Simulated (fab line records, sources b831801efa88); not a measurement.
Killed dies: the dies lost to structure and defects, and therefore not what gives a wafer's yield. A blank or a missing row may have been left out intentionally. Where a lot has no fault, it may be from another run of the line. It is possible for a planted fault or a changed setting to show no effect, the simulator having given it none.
Which tool is to blame? || flow gf180mcu || 14 lots with 42 wafers sampled at 3 steps, on a route of 602 steps

## WHAT EACH GAUGE READ, for each wafer
GF_POLY_GATE_CD_MEAS_10: target cd 280 nm. Usual: 280.4 nm for cd-nm, sd 1.4.
{"lot": "L109", "measured": "day 9 07:30", "on": "cd-sem-02", "cd-nm (nm)": "279.6 279.6 280.5", "flag": ""}
{"lot": "L110", "measured": "day 9 11:38", "on": "cd-sem-02", "cd-nm (nm)": "280.6 279.7 281.6", "flag": ""}
{"lot": "L115", "measured": "day 10 22:15", "on": "cd-sem-01", "cd-nm (nm)": "281.5 281.1 282.9", "flag": ""}
{"lot": "L116", "measured": "day 11 06:54", "on": "cd-sem-02", "cd-nm (nm)": "277.5 277.2 277.5", "flag": ""}
{"lot": "L117", "measured": "day 11 16:22", "on": "cd-sem-01", "cd-nm (nm)": "276.3 277.2 277.6", "flag": ""}
{"lot": "L120", "measured": "day 12 10:23", "on": "cd-sem-01", "cd-nm (nm)": "279.5 278.8 278.5", "flag": ""}
{"lot": "L121", "measured": "day 12 16:34", "on": "cd-sem-02", "cd-nm (nm)": "280.3 280.4 281.4", "flag": ""}
{"lot": "L122", "measured": "day 12 23:17", "on": "cd-sem-01", "cd-nm (nm)": "281.3 279.5 280.8", "flag": ""}
{"lot": "L123", "measured": "day 13 06:17", "on": "cd-sem-02", "cd-nm (nm)": "277.6 278.8 279.2", "flag": ""}
{"lot": "L124", "measured": "day 13 12:40", "on": "cd-sem-02", "cd-nm (nm)": "281.0 280.6 282.4", "flag": ""}
{"lot": "L125", "measured": "day 13 22:01", "on": "cd-sem-02", "cd-nm (nm)": "281.1 280.5 281.0", "flag": ""}
{"lot": "L126", "measured": "day 14 06:17", "on": "cd-sem-02", "cd-nm (nm)": "280.8 280.8 281.3", "flag": ""}
{"lot": "L128", "measured": "day 14 16:56", "on": "cd-sem-01", "cd-nm (nm)": "281.1 281.1 280.5", "flag": ""}
{"lot": "L131", "measured": "day 15 14:54", "on": "cd-sem-01", "cd-nm (nm)": "278.6 277.6 279.9", "flag": ""}

GF_HV_LDD_TW_MEAS_50. Usual: for HV_LDD_4_TW the level is 572 and the standard deviation is 6.8.
{"lot": "L109", "measured": "day 12 12:21", "on": "film-metro-04", "HV_LDD_4_TW": "582 582 579", "flag": ""}
{"lot": "L110", "measured": "day 12 15:58", "on": "film-metro-04", "HV_LDD_4_TW": "585 580 579", "flag": ""}
{"lot": "L115", "measured": "day 14 09:29", "on": "film-metro-01", "HV_LDD_4_TW": "577 576 575", "flag": ""}
{"lot": "L116", "measured": "day 14 18:44", "on": "film-metro-02", "HV_LDD_4_TW": "565 566 566", "flag": ""}
{"lot": "L117", "measured": "day 15 05:41", "on": "film-metro-01", "HV_LDD_4_TW": "575 574 574", "flag": ""}
{"lot": "L120", "measured": "day 16 01:31", "on": "film-metro-01", "HV_LDD_4_TW": "575 571 578", "flag": ""}
{"lot": "L121", "measured": "day 16 09:13", "on": "film-metro-02", "HV_LDD_4_TW": "569 566 569", "flag": ""}
{"lot": "L122", "measured": "day 16 16:01", "on": "film-metro-04", "HV_LDD_4_TW": "579 577 580", "flag": ""}
{"lot": "L123", "measured": "day 17 00:08", "on": "film-metro-04", "HV_LDD_4_TW": "579 581 581", "flag": ""}
{"lot": "L124", "measured": "day 17 04:20", "on": "film-metro-01", "HV_LDD_4_TW": "575 576 574", "flag": ""}
{"lot": "L125", "measured": "day 17 15:34", "on": "film-metro-01", "HV_LDD_4_TW": "574 574 575", "flag": ""}
{"lot": "L126", "measured": "day 18 01:20", "on": "film-metro-01", "HV_LDD_4_TW": "571 574 572", "flag": ""}
{"lot": "L128", "measured": "day 18 13:20", "on": "film-metro-02", "HV_LDD_4_TW": "562 562 563", "flag": ""}
{"lot": "L131", "measured": "day 19 15:42", "on": "film-metro-04", "HV_LDD_4_TW": "581 581 581", "flag": ""}

## WHAT TOOL EACH LOT RAN ON (gives the tool, then ch and the chambers of the sampled wafers, and finally the start)
{"lot": "L109", "GF_NWELL_IMPLANT_09": "implanter-02 ch 0, day 3 10:22"}
{"lot": "L110", "GF_NWELL_IMPLANT_09": "implanter-02 ch 0, day 3 13:01"}
{"lot": "L115", "GF_NWELL_IMPLANT_09": "implanter-02 ch 0, day 4 15:56"}
{"lot": "L116", "GF_NWELL_IMPLANT_09": "implanter-02 ch 0, day 4 19:50"}
{"lot": "L117", "GF_NWELL_IMPLANT_09": "implanter-04 ch 0, day 5 03:04"}
{"lot": "L120", "GF_NWELL_IMPLANT_09": "implanter-01 ch 0, day 5 19:59"}
{"lot": "L121", "GF_NWELL_IMPLANT_09": "implanter-01 ch 0, day 6 00:32"}
{"lot": "L122", "GF_NWELL_IMPLANT_09": "implanter-01 ch 0, day 6 06:58"}
{"lot": "L123", "GF_NWELL_IMPLANT_09": "implanter-04 ch 0, day 6 12:40"}
{"lot": "L124", "GF_NWELL_IMPLANT_09": "implanter-04 ch 0, day 6 17:25"}
{"lot": "L125", "GF_NWELL_IMPLANT_09": "implanter-01 ch 0, day 6 23:13"}
{"lot": "L126", "GF_NWELL_IMPLANT_09": "implanter-04 ch 0, day 7 05:08"}
{"lot": "L128", "GF_NWELL_IMPLANT_09": "implanter-01 ch 0, day 7 14:34"}
{"lot": "L131", "GF_NWELL_IMPLANT_09": "implanter-01 ch 0, day 8 05:56"}
- GF_NWELL_IMPLANT_09

## WHAT THE TOOLS THEMSELVES READ (means of the sampled wafers that have a number; where no wafer has one, the mark that the record gives instead)
GF_NWELL_IMPLANT_09. Usual: 160.00 for beam-energy-keV, sd 0.051.
{"lot": "L109", "tool": "implanter-02", "beam-energy-keV": 159.99, "flag": ""}
{"lot": "L110", "tool": "implanter-02", "beam-energy-keV": 159.95, "flag": ""}
{"lot": "L115", "tool": "implanter-02", "beam-energy-keV": 164.46, "flag": "OFF"}
{"lot": "L116", "tool": "implanter-02", "beam-energy-keV": 164.55, "flag": "OFF"}
{"lot": "L117", "tool": "implanter-04", "beam-energy-keV": 160.01, "flag": ""}
{"lot": "L120", "tool": "implanter-01", "beam-energy-keV": 159.97, "flag": ""}
{"lot": "L121", "tool": "implanter-01", "beam-energy-keV": 160.03, "flag": ""}
{"lot": "L122", "tool": "implanter-01", "beam-energy-keV": 160.04, "flag": ""}
{"lot": "L123", "tool": "implanter-04", "beam-energy-keV": 160.00, "flag": ""}
{"lot": "L124", "tool": "implanter-04", "beam-energy-keV": 160.04, "flag": ""}
{"lot": "L125", "tool": "implanter-01", "beam-energy-keV": 159.98, "flag": ""}
{"lot": "L126", "tool": "implanter-04", "beam-energy-keV": 160.05, "flag": ""}
{"lot": "L128", "tool": "implanter-01", "beam-energy-keV": 160.08, "flag": ""}
{"lot": "L131", "tool": "implanter-01", "beam-energy-keV": 159.96, "flag": ""}

## THE ANSWER, worked out from the rows above alone
Rule: a lot counts as off when the mean over its wafers that have a number is more than 3 standard deviations away from the usual mean. A lot without any number at a reading at which 4 lots or more have one is off too. Any other lot the step has rows for is counted as sound. After the gauges, taken in route order, come the tools' own readings; for these a lot's mean is taken, as printed above. At the first step where some lot is off, the reading lying furthest off is the one used; lots without a number count as furthest.
Off: L115, L116 (GF_NWELL_IMPLANT_09, beam-energy-keV).
If a tool, at that step or one of the process steps before it, ran each lot that is off and ran no sound lot following the first of them, it fits. One fits: implanter-02 at GF_NWELL_IMPLANT_09. Its last sound lot is L110 (day 3 13:01), its first lot that is off L115 (day 4 15:56): a fault that began between those two fits.
On the lots that are off, the tool's own readings at GF_NWELL_IMPLANT_09 differ by more than 5 times the standard deviation of the sound lots' means, which bears it out; beam-energy-keV reads 164.50 there versus 160.01 on the sound lots.

## WHAT THE SIMULATOR HAD INSERTED
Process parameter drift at GF_NWELL_IMPLANT_09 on implanter-02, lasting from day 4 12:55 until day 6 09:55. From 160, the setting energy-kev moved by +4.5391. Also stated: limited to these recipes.
Shown lots that were struck: L115, L116. Same finding as the rule above.
